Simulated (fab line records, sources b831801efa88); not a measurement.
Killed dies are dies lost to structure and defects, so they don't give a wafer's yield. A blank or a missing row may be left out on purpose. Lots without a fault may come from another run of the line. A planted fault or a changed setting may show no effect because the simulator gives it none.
Which tool did it? | flow sky130 | 6 lots, 18 wafers sampled, at 2 steps of a route of 708

WHAT THE GAUGES READ, wafer by wafer
SKY_CONTACT_THK_MEAS_01.
lot  | measured     | on            | CONTACT_CVD_00_THK (nm)
L229 | day 32 02:59 | film_metro-02 | 72.9 75.1 74.8
L233 | day 33 01:16 | film_metro-04 | 73.8 72.8 73.3
L235 | day 33 17:26 | film_metro-03 | 73.4 74.2 75.0
L237 | day 34 10:28 | film_metro-04 | 74.7 74.3 75.0
L247 | day 37 05:41 | film_metro-04 | 74.8 74.7 76.5
L249 | day 37 22:09 | film_metro-04 | 74.1 74.6 75.3

WHICH TOOL RAN EACH LOT (tool, then ch and the chambers of the sampled wafers, then the start)
lot  | SKY_CONTACT_CVD_00
L229 | pecvd-01 ch 1,2, day 32 02:57
L233 | pecvd-02 ch 0,1,2, day 33 01:14
L235 | pecvd-02 ch 1,2, day 33 17:24
L237 | pecvd-04 ch 0,1,2, day 34 10:26
L247 | pecvd-04 ch 0,2, day 37 05:39
L249 | pecvd-02 ch 0,2, day 37 22:07
- SKY_CONTACT_CVD_00: deposits Si3N4, target thk 75 nm.

THE ANSWER, worked out from the rows above alone
Rule: what is usual is taken from the lots themselves. Put in order of their means at a reading, lots are off if they are a third of the lots or fewer, leave a main group of 4 or more, and stand apart from it by a gap of 3 or more times the standard deviation of the main group's means; of several such gaps the widest counts. A main group whose means are all the same, to the digits that the tables above print for the reading, isn't used. A lot without any number at a reading at which 4 lots or more have one is off too. The other lots that the step has rows for count as sound.
No lot is off at any reading shown: from this, nothing can be told.

WHAT THE SIMULATOR HAD PUT IN
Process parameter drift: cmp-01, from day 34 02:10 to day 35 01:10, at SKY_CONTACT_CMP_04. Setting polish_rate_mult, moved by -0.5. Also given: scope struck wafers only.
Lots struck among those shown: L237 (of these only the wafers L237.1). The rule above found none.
